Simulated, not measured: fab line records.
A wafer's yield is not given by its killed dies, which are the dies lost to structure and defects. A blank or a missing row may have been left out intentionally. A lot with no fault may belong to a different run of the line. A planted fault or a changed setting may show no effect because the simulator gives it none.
Problem report, 8D (eight disciplines) form, completed by code | flow sky130 | the parts of the form that need people (team, actions taken, sign-off) are left out

== 1. WHAT WENT WRONG ==
primeTempC at SKY_PWDE_HMDS_01 reads a mean of 118.22 C on 6 wafers of 2 lots; wafers without a fault read 120.00 C with a standard deviation of 0.12. Measured from the usual mean, that is -15 standard deviations.
The step: prime time 60 s.
First seen on wafer L917.4, day 6 19:04, on lithoTrack-01. The record has a number at this step for 39 wafers belonging to 13 lots. Rule for "out", or "out of limits": more than 4 standard deviations from the usual mean. All remaining wafers that have a number are taken as sound.

== 2. WHAT IT IS; WHAT IT IS NOT ==
question                    | is                     | is not
which readings at this step | primeTempC             | -
which lots                  | L917, L918             | L904, L905, L906, L907, L909, L911, L919, L920, L921, L924, L926
which wafers of those lots  | all that have a number | -
read on which tools         | lithoTrack-01          | lithoTrack-02, lithoTrack-04
when                        | from day 6 19:04       | up to then (18 sound wafers); but 15 sound wafers of L919, L920, L921, L924, L926 came after

== 3. SUSPECTS, AND WHAT RULES EACH OUT ==
Counting: a tool at a process step up to the reading stays a suspect if it ran every lot that is out and no sound lot after the first of them.
- lithoTrack-01 at SKY_PWDE_HMDS_01 (prime time 60 s): kept. All lots that are out passed through it, beginning with L917 at day 6 19:04, and no sound lot followed; its final sound lot before that point was L909 at day 5 01:08. On those wafers its own readings are out: primeTempC.
Left after counting: lithoTrack-01 at SKY_PWDE_HMDS_01.

== 4. THE CAUSE (what the simulator had put in) ==
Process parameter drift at SKY_PWDE_HMDS_01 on lithoTrack-01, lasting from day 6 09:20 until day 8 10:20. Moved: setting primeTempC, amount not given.
The count eliminated every tool but this one.

== 5. SEQUENCE OF EFFECTS, ordered by route ==
Rows list readings where the struck wafers' mean (over those with a number) sits beyond 3 standard deviations from the usual. Scope: only readings with a usual standard deviation given in the record; hours: median across lots of the time from each lot's start at the first step in this table that gives one to its start at this step; sigmas: change in usual standard deviations.
hours | step             | reading    | usual    | on struck wafers | change | sigmas
0     | SKY_PWDE_HMDS_01 | primeTempC | 120.00 C | 118.22           | -1.78  | -15
Here are the process steps it includes:
- SKY_PWDE_HMDS_01: prime time 60 s.
At these later measuring or inspecting steps, every struck wafer for which the step has a row has a number for every such reading, and none has moved that far: SKY_VT_ADJUST_HVTP_OVL_MEAS_08, SKY_VT_ADJUST_HVTR_OVL_MEAS_08.

== 6. HOW IT WOULD HAVE BEEN CAUGHT EARLIER ==
First out-of-limits reading in this record: day 6 19:04, which is 10 hours after fault onset at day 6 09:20.
